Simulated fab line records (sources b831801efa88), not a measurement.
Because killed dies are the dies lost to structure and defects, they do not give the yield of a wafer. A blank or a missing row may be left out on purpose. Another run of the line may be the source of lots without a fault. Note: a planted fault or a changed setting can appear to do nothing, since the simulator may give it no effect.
Problem report, 8D (eight disciplines) form, completed by code || flow sky130 || the parts of the form that need people (team, actions taken, sign-off) are left out

1. WHAT WENT WRONG
At SKY_METAL3_STRIP_19, strip-time-to-endpoint-s averages 7.41 s over 3 wafers from 2 lots, while fault-free wafers read 6.52 s, standard deviation 0.085. That is +10 standard deviations from the usual mean.
The step: strips in O2/N2.
First seen on wafer L600.4, day 43 09:22, on plasma-asher-03. The record holds 39 wafers of 14 lots with a number at this step. The rule behind "out" and "out of limits": a value lying over 4 standard deviations away from the usual mean. All remaining wafers that have a number are taken as sound.

2. WHAT IT IS, WHAT IT ISN'T
{"question": "which readings at this step", "is": "strip-time-to-endpoint-s, oes-product-au", "is not": "drypump-motor-current-A"}
{"question": "which lots", "is": "L600, L602", "is not": "L585, L586, L589, L590, L591, L592, L593, L594, L595, L596, L597, L608"}
{"question": "which wafers of those lots", "is": "L600.4, L600.5, L602.5", "is not": "L600.3, L602.3, L602.6"}
{"question": "read on which tools", "is": "plasma-asher-02, plasma-asher-03", "is not": "plasma-asher-01"}
{"question": "when", "is": "from day 43 09:22", "is not": "up to then (32 sound wafers); but 4 sound wafers of L602, L608 came after"}

3. THE SUSPECTS, EACH WITH WHAT RULES IT OUT
Counting: if a tool at a process step up to the reading ran every lot that is out, it stays a suspect. Sound lots after the first of them don't rule it out here, since some wafers of a struck lot are sound.
- cmp-01 at SKY_VIA2_CMP_24 (polishes, stops on SiO2, t overpolish 20 s, target thk 0 nm): kept. Every lot that is out went through it, the first being L600 (day 41 09:14); the last sound lot it ran before that was L596 (day 39 20:37).
- rie-metal-03 at SKY_METAL3_METAL_ETCH_18 (etches the open film in Cl2/BCl3, stops on SiO2, target depth 845 nm, time 183.1 s): kept. Every lot that is out went through it, the first being L600 (day 43 09:13); the last sound lot it ran before that was L596 (day 41 22:07).
- The sound lot-mates ran in chamber 0 of rie-metal-03 at SKY_METAL3_METAL_ETCH_18, but the wafers that are out ran in chamber 1.
The count leaves rie-metal-03 at SKY_METAL3_METAL_ETCH_18 and cmp-01 at SKY_VIA2_CMP_24.

4. THE CAUSE (what the simulator had put in)
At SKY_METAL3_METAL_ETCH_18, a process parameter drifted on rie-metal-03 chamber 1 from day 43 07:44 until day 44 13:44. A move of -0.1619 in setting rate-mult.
2 suspects survive the count, and this tool is in that group.

5. THE CHAIN OF EFFECTS, in route order
Each row: a reading where the mean over the struck wafers with a number is more than 3 standard deviations away from the usual. Scope: only readings with a usual standard deviation given in the record; hours: median across lots of the time from each lot's start at the first step in this table that gives one to its start at this step; sigmas: change in usual standard deviations.
{"hours": 0, "step": "SKY_METAL3_STRIP_19", "reading": "oes-product-au", "usual": "0.502 a.u.", "on struck wafers": 0.537, "change": "+0.035", "sigmas": "+5.6"}
{"hours": 0, "step": "SKY_METAL3_STRIP_19", "reading": "strip-time-to-endpoint-s", "usual": "6.52 s", "on struck wafers": 7.41, "change": "+0.89", "sigmas": "+10"}
It contains these process steps:
- SKY_METAL3_STRIP_19: strips in O2/N2.
Later steps that measure or inspect, where all struck wafers having a row at the step show a number for every such reading and not one has moved that far: SKY_VIA3_BOW_MEAS_03.

6. HOW IT WOULD HAVE BEEN CAUGHT EARLIER
First out-of-limits reading in this record: day 43 09:22, which is 2 hours after fault onset at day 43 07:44.
No tool reading at SKY_METAL3_METAL_ETCH_18 that has a usual standard deviation in the record was out on any struck wafer, so an alarm limit of 4 standard deviations on those readings would not have fired.
Lots out: 2; of these, L602 started SKY_METAL3_METAL_ETCH_18 on rie-metal-03 after day 43 09:22. Putting the tool on hold at that point would have spared it.
